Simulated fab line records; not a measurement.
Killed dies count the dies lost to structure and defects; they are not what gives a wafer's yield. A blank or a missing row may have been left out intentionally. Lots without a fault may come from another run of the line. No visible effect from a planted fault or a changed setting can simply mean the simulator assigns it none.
Which tool did it? + flow gf180mcu + 39 wafers from 13 lots sampled at 5 of the route's 602 steps

== WHAT EACH GAUGE READ, for each wafer ==
GF_VT_IMPLANT_OVL_MEAS_07.
| lot  | measured     | on         | VT_IMPLANT_OVL (nm) |
|------|--------------|------------|---------------------|
| L972 | day 5 16:14  | overlay-02 | -1.3 -0.9 -1.2      |
| L976 | day 6 15:28  | overlay-01 | 0.0 -0.4 0.0        |
| L977 | day 6 20:46  | overlay-02 | -0.7 -1.5 -0.8      |
| L979 | day 7 11:29  | overlay-02 | 0.5 0.8 -0.4        |
| L980 | day 7 16:29  | overlay-01 | -1.8 1.1 -0.1       |
| L985 | day 9 00:16  | overlay-02 | - - -               |
| L988 | day 9 17:49  | overlay-01 | -1.6 -4.6 -0.8      |
| L989 | day 10 00:34 | overlay-02 | 0.4 -0.5 -0.8       |
| L990 | day 10 06:44 | overlay-01 | -1.0 -0.8 -1.8      |
| L991 | day 10 12:49 | overlay-02 | 0.8 0.4 -2.1        |
| L992 | day 10 20:31 | overlay-01 | -1.7 -2.1 -1.0      |
| L994 | day 11 05:55 | overlay-01 | -1.7 1.0 -0.1       |
| L995 | day 11 13:52 | overlay-01 | -2.7 -3.7 -0.6      |

GF_VT_IMPLANT_TW_MEAS_10.
| lot  | measured     | on           | VT_IMPLANT_TW |
|------|--------------|--------------|---------------|
| L972 | day 5 16:31  | filmMetro-02 | 558 554 555   |
| L976 | day 6 15:46  | filmMetro-01 | 568 571 570   |
| L977 | day 6 21:03  | filmMetro-02 | 558 555 555   |
| L979 | day 7 11:46  | filmMetro-02 | 559 558 557   |
| L980 | day 7 16:47  | filmMetro-01 | 568 569 569   |
| L985 | day 9 00:33  | filmMetro-03 | 30 30 30      |
| L988 | day 9 18:07  | filmMetro-03 | 564 569 568   |
| L989 | day 10 00:52 | filmMetro-01 | 569 566 572   |
| L990 | day 10 07:01 | filmMetro-03 | 567 570 571   |
| L991 | day 10 13:07 | filmMetro-03 | 569 568 567   |
| L992 | day 10 20:48 | filmMetro-03 | 568 569 573   |
| L994 | day 11 06:11 | filmMetro-01 | 566 564 562   |
| L995 | day 11 14:09 | filmMetro-03 | 570 570 571   |

GF_M4_RS_MEAS_05: a four-point-probe measurement.
| lot  | measured     | on           | M4_ALCU_RS (ohm/sq)  |
|------|--------------|--------------|----------------------|
| L972 | day 22 09:17 | filmMetro-02 | 0.0699 0.0692 0.0689 |
| L976 | day 23 21:47 | filmMetro-02 | 0.0709 0.0703 0.0713 |
| L977 | day 24 08:59 | filmMetro-04 | 0.0701 0.0698 0.0693 |
| L979 | day 25 03:34 | filmMetro-03 | 0.0706 0.0705 0.0699 |
| L980 | day 25 11:49 | filmMetro-04 | 0.0707 0.0713 0.0702 |
| L988 | day 27 18:52 | filmMetro-03 | 0.0693 0.0700 0.0695 |
| L989 | day 28 05:32 | filmMetro-04 | 0.0688 0.0685 0.0687 |
| L990 | day 28 13:48 | filmMetro-02 | 0.0679 0.0680 0.0680 |
| L991 | day 28 18:20 | filmMetro-03 | 0.0687 0.0687 0.0690 |
| L992 | day 29 02:31 | filmMetro-04 | 0.0698 0.0704 0.0706 |
| L994 | day 29 08:50 | filmMetro-02 | 0.0701 0.0703 0.0701 |
| L995 | day 29 19:00 | filmMetro-03 | 0.0693 0.0696 0.0694 |

== WHAT TOOL EACH LOT RAN ON (gives the tool, then ch and the chambers of the sampled wafers, and finally the start) ==
| lot  | GF_VT_IMPLANT_EXPOSE_04            | GF_M2_SPUTTER_03            |
|------|------------------------------------|-----------------------------|
| L972 | ilineStepper-02 ch 0, day 5 09:38  | pvdSputter-02, day 18 03:56 |
| L976 | ilineStepper-01 ch 0, day 6 08:13  | pvdSputter-03, day 19 18:14 |
| L977 | ilineStepper-01 ch 0, day 6 12:52  | pvdSputter-01, day 20 06:41 |
| L979 | ilineStepper-02 ch 0, day 7 03:32  | pvdSputter-03, day 21 02:05 |
| L980 | ilineStepper-01 ch 0, day 7 08:52  | pvdSputter-03, day 21 09:35 |
| L985 | ilineStepper-01 ch 0, day 8 16:04  | -                           |
| L988 | ilineStepper-02 ch 0, day 9 09:24  | pvdSputter-02, day 24 01:04 |
| L989 | ilineStepper-02 ch 0, day 9 15:33  | pvdSputter-01, day 24 11:20 |
| L990 | ilineStepper-02 ch 0, day 9 21:58  | pvdSputter-02, day 24 20:36 |
| L991 | ilineStepper-01 ch 0, day 10 03:43 | pvdSputter-02, day 25 02:08 |
| L992 | ilineStepper-02 ch 0, day 10 11:43 | pvdSputter-02, day 25 11:43 |
| L994 | ilineStepper-02 ch 0, day 10 20:55 | pvdSputter-03, day 25 18:25 |
| L995 | ilineStepper-01 ch 0, day 11 04:51 | pvdSputter-02, day 26 04:35 |
- GF_VT_IMPLANT_EXPOSE_04: exposes mask LVPWELL LV AREA, target cd 600 nm.
- GF_M2_SPUTTER_03: material Ti, target thk 10 nm, time 6.7 s.

== AS READ BY THE TOOLS THEMSELVES (means over the sampled wafers that have a number; for cases with no such wafer, the mark the record gives instead) ==
GF_M2_SPUTTER_03.
| lot  | tool          | throttleValvePct (%) |
|------|---------------|----------------------|
| L972 | pvdSputter-02 | 30.1                 |
| L976 | pvdSputter-03 | 29.6                 |
| L977 | pvdSputter-01 | 29.7                 |
| L979 | pvdSputter-03 | 30.1                 |
| L980 | pvdSputter-03 | 29.9                 |
| L988 | pvdSputter-02 | 29.9                 |
| L989 | pvdSputter-01 | 29.2                 |
| L990 | pvdSputter-02 | 29.6                 |
| L991 | pvdSputter-02 | 29.7                 |
| L992 | pvdSputter-02 | 29.9                 |
| L994 | pvdSputter-03 | 29.6                 |
| L995 | pvdSputter-02 | 29.7                 |

== THE ANSWER, worked out from the rows above alone ==
Rule: what is usual is taken from the lots themselves. Put in order of their means at a reading, lots are off if they are a third of the lots or fewer, leave a main group of 4 or more, and stand apart from it by a gap of 3 or more times the standard deviation of the main group's means; of several such gaps the widest counts. The tables above print the reading to a certain number of digits; a main group whose means all agree to those digits is not used. A lot without any number at a reading at which 4 lots or more have one is off too. Where the step has rows for the other lots, those lots are counted as sound. First the gauges in route order, then the tools' own readings, where a lot's mean is used as printed above. The first step at which some lot is off is used, and at that step the reading that is off furthest; a lot without a number counts as furthest.
Off: at GF_VT_IMPLANT_OVL_MEAS_07 (VT_IMPLANT_OVL), L985. Without a number there: L985. The main group: mean -0.9 nm, standard deviation 0.83.
If a tool, at a process step before that reading, ran all the lots that are off and no sound lot after the first of them, it fits. Not tried: the gauges at GF_VT_IMPLANT_OVL_MEAS_07; whatever is off there is also off at GF_VT_IMPLANT_TW_MEAS_10, on other tools, and gauge error can't account for it. No candidate that was tried fits.

== WHAT HAD BEEN PUT IN BY THE SIMULATOR ==
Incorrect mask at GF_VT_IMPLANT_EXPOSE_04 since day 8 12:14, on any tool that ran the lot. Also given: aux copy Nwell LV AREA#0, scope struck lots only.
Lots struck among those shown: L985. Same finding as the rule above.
